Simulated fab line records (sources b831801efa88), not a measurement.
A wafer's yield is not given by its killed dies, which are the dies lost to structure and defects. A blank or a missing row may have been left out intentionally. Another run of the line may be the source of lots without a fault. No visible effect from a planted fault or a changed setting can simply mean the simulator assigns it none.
fab line records / flow sky130 / part 2 of 2: steps 43 to 43 of 43
[record] lots = 6 wafers = 18 last_day = 50
route steps=708 shown LI_CONTACT@368 LOCAL_INTERCONNECT@387 CONTACT@406 PAD_OPEN@708
lots with no fault: from the same line, run without faults
start_h: hours from the record's opening day to when the first of the lot's shown wafers began / wait_h: time in hours since the lot's previous step / " the same as in the row above / L1.1+2: a row that stands for several wafers / - no value present, or no start provided / * or withheld: withheld / < > ~ a bound
route shown NAME@n: a module of which the file shows steps, and the number in the route of the first / usual: mean and standard deviation over wafers with no fault / same: alike in all rows / chamber/n: place in a boat / sites: each site's reading / _std_site: how widely they spread, as a standard deviation / _edge_site: the outer-site mean with the inner-site mean subtracted / radius_mm: for every site, how far away it sits from the centre of the wafer / mask NAME#n: copy n / behind: the tool/chamber that last shaped the wafer / hold: why the lot went on hold/how many hours it stayed there/how the hold came to an end / device: the transistor (n, p or np) that didn't switch / end of line: tests run on the same wafers once the route is complete / a step given without rows: its recipe and nothing more / killed: count of dies lost to structure and defects at first sort (not the wafer's yield) / map: a wafer's dies, x killed, . not, _ none there
set.NAME: the run value of the setting; set.NAME@STEP: its run value at that earlier step / model.NAME: the simulator's own value behind a step, which no gauge read
certain route steps with their lots: each step a table, each wafer a row
services: when a tool's chamber went out of use (start_h, in hours from the record's first day, below 0 if earlier), for how many hours, and the reason
[[steps]]
[step SKY_PAD_OPEN_PROBE_99]
[usual] killed_at_M0_to_M3 = 44/6.9 killed_at_M4_up = 3.3/1.8 killed_at_contacts = 24/5 killed_at_front_end = 16/4.6 killed_at_other = 0.2/0.42 killed_dies = 88/9.2 killed_open = 48/7.3 killed_short = 40/6.5
[same] gross_dies = 492 killed_at_back_side = 0
lot.wafer=L279.2 tool=prober-02 chamber=- start_h=1074.91 wait_h=0.1 hold=- killed_at_M0_to_M3=39 killed_at_M4_up=1 killed_at_contacts=20 killed_at_front_end=25 killed_at_other=0 killed_dies=85 killed_open=40 killed_short=45
lot.wafer=L279.3 tool=prober-02 chamber=- start_h=1074.96 wait_h=0.2 hold=- killed_at_M0_to_M3=37 killed_at_M4_up=1 killed_at_contacts=21 killed_at_front_end=23 killed_at_other=0 killed_dies=82 killed_open=44 killed_short=38
lot.wafer=L279.6 tool=prober-02 chamber=- start_h=1075.11 wait_h=0.2 hold=- killed_at_M0_to_M3=38 killed_at_M4_up=4 killed_at_contacts=14 killed_at_front_end=16 killed_at_other=0 killed_dies=72 killed_open=38 killed_short=34
lot.wafer=L280.2 tool=prober-01 chamber=- start_h=1087.13 wait_h=0.1 hold=- killed_at_M0_to_M3=54 killed_at_M4_up=3 killed_at_contacts=18 killed_at_front_end=11 killed_at_other=0 killed_dies=86 killed_open=42 killed_short=44
lot.wafer=L280.4 tool=prober-01 chamber=- start_h=1087.23 wait_h=0.2 hold=- killed_at_M0_to_M3=42 killed_at_M4_up=3 killed_at_contacts=24 killed_at_front_end=17 killed_at_other=1 killed_dies=87 killed_open=52 killed_short=35
lot.wafer=L280.6 tool=prober-01 chamber=- start_h=1087.33 wait_h=0.2 hold=- killed_at_M0_to_M3=53 killed_at_M4_up=6 killed_at_contacts=20 killed_at_front_end=15 killed_at_other=0 killed_dies=94 killed_open=47 killed_short=47
lot.wafer=L281.2 tool=prober-02 chamber=- start_h=1099.62 wait_h=0.1 hold=- killed_at_M0_to_M3=66 killed_at_M4_up=2 killed_at_contacts=22 killed_at_front_end=14 killed_at_other=0 killed_dies=104 killed_open=53 killed_short=51
lot.wafer=L281.3 tool=prober-02 chamber=- start_h=1099.67 wait_h=0.2 hold=- killed_at_M0_to_M3=49 killed_at_M4_up=3 killed_at_contacts=25 killed_at_front_end=17 killed_at_other=0 killed_dies=94 killed_open=49 killed_short=45
lot.wafer=L281.6 tool=prober-02 chamber=- start_h=1099.82 wait_h=0.2 hold=- killed_at_M0_to_M3=41 killed_at_M4_up=3 killed_at_contacts=22 killed_at_front_end=22 killed_at_other=0 killed_dies=88 killed_open=50 killed_short=38
lot.wafer=L288.2 tool=prober-01 chamber=- start_h=1133.84 wait_h=0.1 hold=- killed_at_M0_to_M3=57 killed_at_M4_up=2 killed_at_contacts=19 killed_at_front_end=22 killed_at_other=0 killed_dies=100 killed_open=53 killed_short=47
lot.wafer=L288.4 tool=prober-01 chamber=- start_h=1133.94 wait_h=0.2 hold=- killed_at_M0_to_M3=45 killed_at_M4_up=2 killed_at_contacts=29 killed_at_front_end=32 killed_at_other=0 killed_dies=108 killed_open=59 killed_short=49
lot.wafer=L288.6 tool=prober-01 chamber=- start_h=1134.04 wait_h=0.2 hold=- killed_at_M0_to_M3=47 killed_at_M4_up=4 killed_at_contacts=28 killed_at_front_end=18 killed_at_other=0 killed_dies=97 killed_open=59 killed_short=38
lot.wafer=L295.1 tool=prober-01 chamber=- start_h=1185.98 wait_h=0.1 hold=await_dispo/2.4h/release killed_at_M0_to_M3=44 killed_at_M4_up=2 killed_at_contacts=25 killed_at_front_end=11 killed_at_other=0 killed_dies=82 killed_open=47 killed_short=35
lot.wafer=L295.3 tool=prober-01 chamber=- start_h=1186.08 wait_h=0.2 hold=await_dispo/2.4h/release killed_at_M0_to_M3=35 killed_at_M4_up=2 killed_at_contacts=64 killed_at_front_end=11 killed_at_other=1 killed_dies=113 killed_open=38 killed_short=28
lot.wafer=L295.6 tool=prober-01 chamber=- start_h=1186.23 wait_h=0.2 hold=await_dispo/2.4h/release killed_at_M0_to_M3=50 killed_at_M4_up=2 killed_at_contacts=70 killed_at_front_end=16 killed_at_other=0 killed_dies=138 killed_open=41 killed_short=49
lot.wafer=L298.1 tool=prober-01 chamber=- start_h=1187.90 wait_h=0.1 hold=await_dispo/3.0h/release killed_at_M0_to_M3=43 killed_at_M4_up=4 killed_at_contacts=59 killed_at_front_end=18 killed_at_other=0 killed_dies=124 killed_open=33 killed_short=44
lot.wafer=L298.4 tool=prober-01 chamber=- start_h=1188.05 wait_h=0.2 hold=await_dispo/3.0h/release killed_at_M0_to_M3=42 killed_at_M4_up=2 killed_at_contacts=21 killed_at_front_end=18 killed_at_other=0 killed_dies=83 killed_open=52 killed_short=31
lot.wafer=L298.6 tool=prober-01 chamber=- start_h=1188.15 wait_h=0.2 hold=await_dispo/3.0h/release killed_at_M0_to_M3=41 killed_at_M4_up=2 killed_at_contacts=25 killed_at_front_end=23 killed_at_other=1 killed_dies=92 killed_open=48 killed_short=43
// killed by level:class
L279.2 FIELD_ISO:geometric_particle:short=8 VIA1:geometric_particle:open=8 POLY_GATE:geometric_particle:open=6 VIA2:geometric_particle:open=6 CONTACT:geometric_particle:open=6 METAL2:geometric_particle:short=5 VIA1:geometric_particle:short=5 LOCAL_INTERCONNECT:geometric_particle:short=4
L279.3 CONTACT:geometric_particle:open=11 VIA1:geometric_particle:open=9 METAL2:geometric_particle:short=7 POLY_GATE:geometric_particle:short=6 FIELD_ISO:geometric_particle:open=5 POLY_GATE:geometric_particle:open=5 VIA1:geometric_particle:short=5 CONTACT:geometric_particle:short=4
L279.6 VIA1:geometric_particle:open=9 FIELD_ISO:geometric_particle:short=5 CONTACT:geometric_particle:open=5 METAL2:geometric_particle:short=5 METAL1:geometric_particle:short=5 FIELD_ISO:geometric_particle:open=4 LI_CONTACT:geometric_particle:open=4 VIA1:geometric_particle:short=4
L280.2 VIA2:geometric_particle:open=11 VIA1:geometric_particle:open=9 CONTACT:geometric_particle:open=7 METAL1:geometric_particle:short=7 LI_CONTACT:geometric_particle:short=5 METAL2:geometric_particle:short=5 METAL3:geometric_particle:short=5 CONTACT:geometric_particle:short=4
L280.4 CONTACT:geometric_particle:open=12 VIA1:geometric_particle:open=9 VIA2:geometric_particle:open=7 VIA1:geometric_particle:short=6 POLY_GATE:geometric_particle:open=5 POLY_GATE:geometric_particle:short=5 VIA3:geometric_particle:open=5 LI_CONTACT:geometric_particle:open=4
L280.6 VIA1:geometric_particle:short=10 LI_CONTACT:geometric_particle:open=8 VIA2:geometric_particle:open=8 FIELD_ISO:geometric_particle:short=7 VIA1:geometric_particle:open=7 VIA3:geometric_particle:open=7 CONTACT:geometric_particle:short=5 METAL1:geometric_particle:short=5
L281.2 VIA1:geometric_particle:open=19 METAL1:geometric_particle:short=11 METAL2:geometric_particle:short=8 CONTACT:geometric_particle:open=7 VIA1:geometric_particle:short=6 FIELD_ISO:geometric_particle:open=5 CONTACT:geometric_particle:short=5 VIA3:geometric_particle:open=4
L281.3 CONTACT:geometric_particle:open=11 VIA2:geometric_particle:open=8 FIELD_ISO:geometric_particle:short=7 LI_CONTACT:geometric_particle:open=7 VIA1:geometric_particle:open=7 METAL2:geometric_particle:short=7 VIA1:geometric_particle:short=5 CONTACT:geometric_particle:short=5
L281.6 VIA1:geometric_particle:open=12 CONTACT:geometric_particle:open=8 FIELD_ISO:geometric_particle:open=6 POLY_GATE:geometric_particle:short=5 LOCAL_INTERCONNECT:geometric_particle:short=5 VIA3:geometric_particle:open=5 FIELD_ISO:geometric_particle:short=4 LI_CONTACT:geometric_particle:open=4
L288.2 VIA1:geometric_particle:open=17 VIA3:geometric_particle:open=9 FIELD_ISO:geometric_particle:short=8 LI_CONTACT:geometric_particle:open=6 VIA1:geometric_particle:short=6 FIELD_ISO:geometric_particle:open=5 VIA2:geometric_particle:short=5 CONTACT:geometric_particle:open=5
L288.4 CONTACT:geometric_particle:open=16 FIELD_ISO:geometric_particle:short=12 VIA1:geometric_particle:open=9 FIELD_ISO:geometric_particle:open=7 METAL1:geometric_particle:short=6 POLY_GATE:geometric_particle:open=5 VIA2:geometric_particle:open=5 LI_CONTACT:geometric_particle:open=5
L288.6 VIA1:geometric_particle:open=15 CONTACT:geometric_particle:open=10 LOCAL_INTERCONNECT:geometric_particle:short=7 VIA3:geometric_particle:open=7 FIELD_ISO:geometric_particle:open=6 LI_CONTACT:geometric_particle:open=5 CONTACT:geometric_particle:short=5 METAL2:geometric_particle:short=5
L295.1 VIA1:geometric_particle:open=12 VIA3:geometric_particle:open=8 METAL2:geometric_particle:short=7 CONTACT:geometric_particle:open=7 LI_CONTACT:geometric_particle:short=5 LI_CONTACT:geometric_particle:open=5 VIA2:geometric_particle:open=5 LOCAL_INTERCONNECT:geometric_particle:short=4
L295.3 LI_CONTACT:unspecified=46 VIA2:geometric_particle:open=7 CONTACT:geometric_particle:open=7 VIA1:geometric_particle:open=7 METAL1:geometric_particle:short=6 VIA3:geometric_particle:open=4 FIELD_ISO:geometric_particle:short=3 POLY_GATE:geometric_particle:open=3
L295.6 LI_CONTACT:unspecified=48 METAL2:geometric_particle:short=10 VIA1:geometric_particle:open=9 LOCAL_INTERCONNECT:geometric_particle:short=6 METAL1:geometric_particle:short=6 LI_CONTACT:geometric_particle:open=5 VIA2:geometric_particle:open=5 CONTACT:geometric_particle:open=4
L298.1 LI_CONTACT:unspecified=47 VIA1:geometric_particle:short=6 METAL2:geometric_particle:short=6 VIA1:geometric_particle:open=6 VIA3:geometric_particle:short=6 FIELD_ISO:geometric_particle:short=5 VIA3:geometric_particle:open=5 POLY_GATE:geometric_particle:open=4
L298.4 VIA1:geometric_particle:open=12 VIA2:geometric_particle:open=10 LI_CONTACT:geometric_particle:open=9 VIA3:geometric_particle:open=6 FIELD_ISO:geometric_particle:short=5 CONTACT:geometric_particle:open=5 VIA1:geometric_particle:short=5 POLY_GATE:geometric_particle:open=4
L298.6 VIA2:geometric_particle:open=9 CONTACT:geometric_particle:open=9 VIA1:geometric_particle:open=9 FIELD_ISO:geometric_particle:short=8 POLY_GATE:geometric_particle:open=7 CONTACT:geometric_particle:short=6 METAL2:geometric_particle:short=6 METAL1:geometric_particle:short=5
// map L295.6 (x killed, . not)
__________....x.xx.._________
________.xx..x..x..x.._______
______x....x...x........_____
_____....................____
____.............x.xx..x..___
___xx...x...x.x.x.x...xx..x__
__...xx....x.xx.xx.x...x..x._
_..x.x...............x.......
_xx.........x..xx.x.....x....
_.x........x.........x.....x.
_...................xxx...xx.
_.x.........x....xxx.....xx..
_.....x.x.x..x.x........x....
_x.....x.......xxx...x.......
_....x..x.xx..x.......xx..x..
__....xxxxxxxxx.x.....x..x.._
___x.xxxxxxx...............__
____..xxxxxxxxx.x.x.......___
_____xxxxxxx.x...........____
______xxxxxxx.x........._____
________xxxxxx...x...._______
__________x..x.....x_________
// map L298.1 (x killed, . not)
__________.........._________
________..x.x......x.._______
______..........x......._____
_____...x........xxx.....____
____....x.................___
___..........x..x..x..x..x.__
__.....xxx.x........x...x.x._
_.x........x.x..x..x.........
_.....x......xx.x............
_..x...x.........xxx.........
_.......x...x...............x
_.....x...x.................x
_.......x.x....xx.......x....
_.......x...xx...............
_......x.xx..x.........x.....
__.x...xxxxxx..x.xx..x.x.x.._
___.xxxxxxxxxxx..x..x....x.__
____.xxxxxxxxxxx..x..x....___
_____xxxxxxxxxx.x...x....____
______xxxxxxx.xx........_____
________xxxxx...x....._______
__________x.xx......_________
[[services]]
tool=cmp-02 chamber=- start_h=652.71 hours=2.4 kind=repair
tool=cmp-02 chamber=- start_h=654.71 hours=0.5 kind=repair
tool=pecvd-03 chamber=- start_h=657.48 hours=1.6 kind=repair
tool=pvd_sputter-02 chamber=- start_h=664.77 hours=8.3 kind=repair
tool=pecvd-03 chamber=- start_h=665.78 hours=1.2 kind=repair
tool=plasma_asher-01 chamber=- start_h=671.51 hours=0.3 kind=repair
tool=pvd_sputter-02 chamber=- start_h=674.86 hours=0.5 kind=repair
tool=cmp-01 chamber=- start_h=684.58 hours=8.1 kind=pm
tool=pvd_sputter-03 chamber=- start_h=697.02 hours=0.5 kind=repair
tool=pvd_sputter-01 chamber=- start_h=718.27 hours=99.2 kind=repair
tool=pecvd-03 chamber=- start_h=732.16 hours=0.4 kind=repair
tool=pecvd-02 chamber=- start_h=737.15 hours=2.8 kind=pm
tool=pvd_sputter-04 chamber=- start_h=737.39 hours=2.1 kind=repair
tool=cmp-02 chamber=- start_h=744.23 hours=4.0 kind=pm
tool=plasma_asher-02 chamber=- start_h=757.50 hours=0.7 kind=repair
tool=cmp-01 chamber=- start_h=758.72 hours=0.5 kind=repair
tool=cmp-01 chamber=- start_h=782.97 hours=0.9 kind=repair
tool=pvd_sputter-04 chamber=- start_h=799.44 hours=1.1 kind=repair
tool=plasma_asher-02 chamber=- start_h=804.33 hours=2.8 kind=pm
tool=pvd_sputter-02 chamber=- start_h=808.58 hours=2.4 kind=repair
tool=pvd_sputter-04 chamber=- start_h=820.51 hours=9.1 kind=repair
tool=pecvd-02 chamber=- start_h=841.72 hours=0.5 kind=repair
tool=plasma_asher-03 chamber=- start_h=846.78 hours=0.9 kind=repair
tool=pvd_sputter-02 chamber=- start_h=847.72 hours=1.0 kind=repair
[[key]]
[first_sign] step = SKY_PAD_OPEN_PROBE_99 reading = killed_at_contacts direction = up sigmas = 8 usual = 24 struck = 64
[effect] step = SKY_PAD_OPEN_PROBE_99 reading = killed_dies direction = up sigmas = 4 usual = 88 struck = 125
met_at SKY_LI_CONTACT_PRE_CLEAN_18
struck_wafers L295.3,L295.6,L298.1
tester_left_out L295,L298
[fault] kind = chamber_particle_source tool = pvd_sputter-03 chamber = - onset_h = 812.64 steps = SKY_LI_CONTACT_PRE_CLEAN_18 rate_per_visit_cm2 = 0.76299 end_h = 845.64 scope = struck_wafers_only
// tester_left_out: of these lots the tester's yield and bins aren't shown, on N5 and GAA mostly nor the transistor test; their killed dies are dies lost to structure and defects alone, not to doping, threshold or leakage, so they don't give the yield
